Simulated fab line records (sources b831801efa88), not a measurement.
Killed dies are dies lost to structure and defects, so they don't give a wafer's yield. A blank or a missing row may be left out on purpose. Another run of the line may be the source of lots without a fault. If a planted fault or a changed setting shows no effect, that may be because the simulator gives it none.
Which of the tools did it? -- flow sky130 -- 36 wafers from 12 lots sampled at 5 of the route's 708 steps

## WHAT THE GAUGES READ, wafer by wafer
SKY_VT_ADJUST_LVTN_TW_MEAS_10. Usual: VT_ADJUST_LVTN_TW 240.5, standard deviation 1.7.
lot,measured,on,VT_ADJUST_LVTN_TW,flag
L743,day 6 20:41,film-metro-02,240.0 238.7 238.3,
L745,day 7 08:32,film-metro-02,240.2 241.3 239.6,
L746,day 7 12:19,film-metro-01,243.7 243.5 242.1,
L747,day 7 18:57,film-metro-04,238.8 237.6 238.0,
L749,day 8 17:37,film-metro-04,239.6 238.5 238.0,
L750,day 8 21:01,film-metro-01,243.2 242.7 242.7,
L752,day 9 08:43,film-metro-04,241.4 239.5 241.6,
L753,day 10 00:02,film-metro-02,240.1 238.8 240.0,
L757,day 10 18:46,film-metro-02,240.6 240.3 239.9,
L761,day 11 21:02,film-metro-02,239.6 239.6 239.5,
L762,day 12 07:26,film-metro-04,241.0 241.0 240.9,
L763,day 12 12:35,film-metro-01,241.4 241.8 240.9,

SKY_VT_ADJUST_LVTN_OVL_MEAS_18. Usual: VT_ADJUST_LVTN_01_OVL 0.2 nm, standard deviation 1.2.
lot,measured,on,VT_ADJUST_LVTN_01_OVL (nm),flag
L743,day 7 15:52,overlay-01,0.8 1.0 -1.0,
L745,day 8 04:28,overlay-01,-1.8 -2.9 -1.1,
L746,day 8 08:19,overlay-01,2.4 1.5 0.1,
L747,day 8 15:25,overlay-02,-0.1 0.0 0.1,
L749,day 9 15:01,overlay-02,1.4 1.9 1.8,
L750,day 9 18:40,overlay-01,-0.5 -1.0 -0.8,
L752,day 10 06:08,overlay-01,0.4 -0.6 -0.4,
L753,day 10 22:10,overlay-02,0.1 -1.1 -0.7,
L757,day 11 18:31,overlay-02,-0.6 -0.6 -0.5,
L761,day 12 21:34,overlay-02,-1.5 -0.7 1.8,
L762,day 13 08:19,overlay-02,1.9 0.2 1.6,
L763,day 13 14:08,overlay-01,-1.2 1.4 -0.9,

SKY_SONOS_ONO_THK_MEAS_05. Usual: SONOS_ONO_CVD_04_THK 5.73 nm, standard deviation 0.1.
lot,measured,on,SONOS_ONO_CVD_04_THK (nm),flag
L743,day 11 12:18,film-metro-01,5.85 5.93 5.80,
L745,day 12 06:01,film-metro-01,5.65 5.58 5.57,
L746,day 12 11:25,film-metro-03,5.65 5.73 5.59,
L747,day 12 14:15,film-metro-01,5.85 5.91 5.83,
L749,day 13 19:53,film-metro-01,5.72 5.75 5.74,
L750,day 14 02:06,film-metro-03,5.87 5.93 5.86,
L752,day 14 12:24,film-metro-03,5.85 5.79 5.69,
L753,day 15 07:22,film-metro-01,5.67 5.52 5.62,
L757,day 16 07:30,film-metro-01,5.64 5.63 5.70,
L761,day 17 15:34,film-metro-03,9.24 9.20 9.27,OFF
L762,day 18 04:25,film-metro-03,9.09 9.10 9.17,OFF
L763,day 18 09:58,film-metro-04,9.26 9.16 9.22,OFF

SKY_GATE_OXIDE_OVL_MEAS_10. Usual: GATE_OXIDE_OVL 0.1 nm, standard deviation 1.7.
lot,measured,on,GATE_OXIDE_OVL (nm),flag
L743,day 13 16:22,overlay-02,0.3 1.9 2.3,
L745,day 14 11:22,overlay-01,-1.1 -1.4 -0.9,
L746,day 14 17:41,overlay-01,-4.6 -4.1 -2.2,
L747,day 14 21:25,overlay-02,0.7 -1.4 0.4,
L749,day 16 03:26,overlay-01,-2.9 -1.4 -1.4,
L750,day 16 12:49,overlay-01,-1.6 -2.4 -1.7,
L752,day 16 22:34,overlay-01,0.8 -0.3 0.3,
L753,day 17 16:53,overlay-01,1.5 0.3 0.3,
L757,day 18 20:52,overlay-02,1.6 0.7 -0.3,
L761,day 20 05:53,overlay-01,0.1 1.2 0.6,
L762,day 20 19:49,overlay-02,1.7 0.7 0.4,
L763,day 21 00:52,overlay-01,1.7 1.3 0.4,

## TOOL THAT RAN EACH LOT (tool first, then ch and the chambers of the sampled wafers, then the start)
lot,SKY_SONOS_ONO_CVD_04
L743,"lpcvd-03 ch 1, day 11 11:03"
L745,"lpcvd-03 ch 0, day 12 04:46"
L746,"lpcvd-03 ch 0, day 12 10:10"
L747,"lpcvd-03 ch 1, day 12 12:59"
L749,"lpcvd-03 ch 0, day 13 18:37"
L750,"lpcvd-03 ch 1, day 14 00:51"
L752,"lpcvd-03 ch 1, day 14 10:31"
L753,"lpcvd-03 ch 1, day 15 06:07"
L757,"lpcvd-03 ch 0, day 16 06:15"
L761,"lpcvd-03 ch 1, day 17 14:18"
L762,"lpcvd-03 ch 0, day 18 03:10"
L763,"lpcvd-03 ch 1, day 18 08:41"
- SKY_SONOS_ONO_CVD_04: deposits SiO2 from SiH4/N2O, target thk 5.7199 nm.

## AS READ BY THE TOOLS THEMSELVES (means over the sampled wafers that have a number; for cases with no such wafer, the mark the record gives instead)
SKY_SONOS_ONO_CVD_04. Usual: spike-tc-bottom-C 918.7 C, standard deviation 2.9; spike-tc-centre-C 902.2 C, standard deviation 0.99; spike-tc-lower-C 899.0 C, standard deviation 1.5; spike-tc-top-C 913.3 C, standard deviation 1.2; spike-tc-upper-C 900.8 C, standard deviation 1.1; susceptor-temp-C 900.0 C, standard deviation 0.39; zone-power-centre-pct 17.5 %, standard deviation 0.68; zone-power-top-pct 35.2 %, standard deviation 0.59; zone-power-upper-pct 18.7 %, standard deviation 0.34.
lot,tool,spike-tc-bottom-C (C),spike-tc-centre-C (C),spike-tc-lower-C (C),spike-tc-top-C (C),spike-tc-upper-C (C),susceptor-temp-C (C),zone-power-centre-pct (%),zone-power-top-pct (%),zone-power-upper-pct (%),flag
L743,lpcvd-03,920.7,902.8,898.2,912.5,900.5,900.5,18.0,34.6,18.6,
L745,lpcvd-03,915.2,902.0,899.5,914.2,902.2,900.1,16.8,35.9,19.0,
L746,lpcvd-03,916.2,902.0,900.6,913.9,901.7,899.5,16.9,35.9,19.0,
L747,lpcvd-03,920.8,902.9,898.0,912.2,900.1,899.9,18.0,35.0,18.5,
L749,lpcvd-03,915.5,901.3,900.0,914.6,900.9,900.0,16.7,35.7,19.1,
L750,lpcvd-03,920.9,903.0,898.7,912.4,900.5,900.0,18.3,34.8,18.6,
L752,lpcvd-03,921.1,902.1,897.2,912.9,900.0,900.1,18.1,34.8,18.6,
L753,lpcvd-03,920.9,901.3,897.5,912.6,900.5,899.7,18.1,34.9,18.3,
L757,lpcvd-03,916.0,901.7,900.9,914.6,901.3,900.0,16.7,35.6,19.1,
L761,lpcvd-03,975.2,955.0,951.4,965.9,954.1,953.1,20.7,38.2,21.0,OFF
L762,lpcvd-03,968.4,954.5,953.2,965.5,953.5,953.0,19.1,39.6,21.8,OFF
L763,lpcvd-03,974.9,954.5,951.6,965.0,954.3,952.6,20.5,38.5,21.2,OFF

## THE ANSWER, worked out from the rows above alone
Rule: a lot is off if the mean of its wafers that have a number lies more than 3 standard deviations from the usual mean. A lot without any number at a reading at which 4 lots or more have one is off too. All remaining lots with rows at the step are treated as sound. The gauges are gone through in route order, then the tools' own readings, and for those a lot's mean is taken as printed above. At the first step where some lot is off, the reading lying furthest off is the one used; lots without a number count as furthest.
Off: L761, L762, L763, at SKY_SONOS_ONO_THK_MEAS_05 (SONOS_ONO_CVD_04_THK).
If a tool, at a process step before that reading, ran all the lots that are off and no sound lot after the first of them, it fits. The gauges at SKY_SONOS_ONO_THK_MEAS_05 aren't tried: what is off there is off at SKY_SONOS_ONO_CVD_04 too, on other tools, and a gauge's error can't cause that. One candidate fits, namely lpcvd-03 at SKY_SONOS_ONO_CVD_04. Its last sound lot is L757 (day 16 06:15), its first lot that is off L761 (day 17 14:18): a fault that began between those two fits.
The tool's own readings at SKY_SONOS_ONO_CVD_04 bear it out: on the lots that are off they differ by more than 5 times the standard deviation of the sound lots' means. spike-tc-bottom-C reads 972.8 C there against 918.6 C on the sound lots; spike-tc-centre-C reads 954.7 C there against 902.1 C on the sound lots; spike-tc-lower-C reads 952.1 C there against 899.0 C on the sound lots; spike-tc-top-C reads 965.5 C there against 913.3 C on the sound lots; spike-tc-upper-C reads 954.0 C there against 900.9 C on the sound lots; susceptor-temp-C reads 952.9 C there against 900.0 C on the sound lots; zone-power-top-pct reads 38.8 % there against 35.2 % on the sound lots; zone-power-upper-pct reads 21.3 % there against 18.8 % on the sound lots.

## WHAT HAD BEEN PUT IN BY THE SIMULATOR
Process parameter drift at SKY_SONOS_ONO_CVD_04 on lpcvd-03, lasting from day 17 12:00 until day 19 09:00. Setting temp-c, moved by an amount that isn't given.
Shown lots that were struck: L761, L762, L763. The rule above reached the same finding.
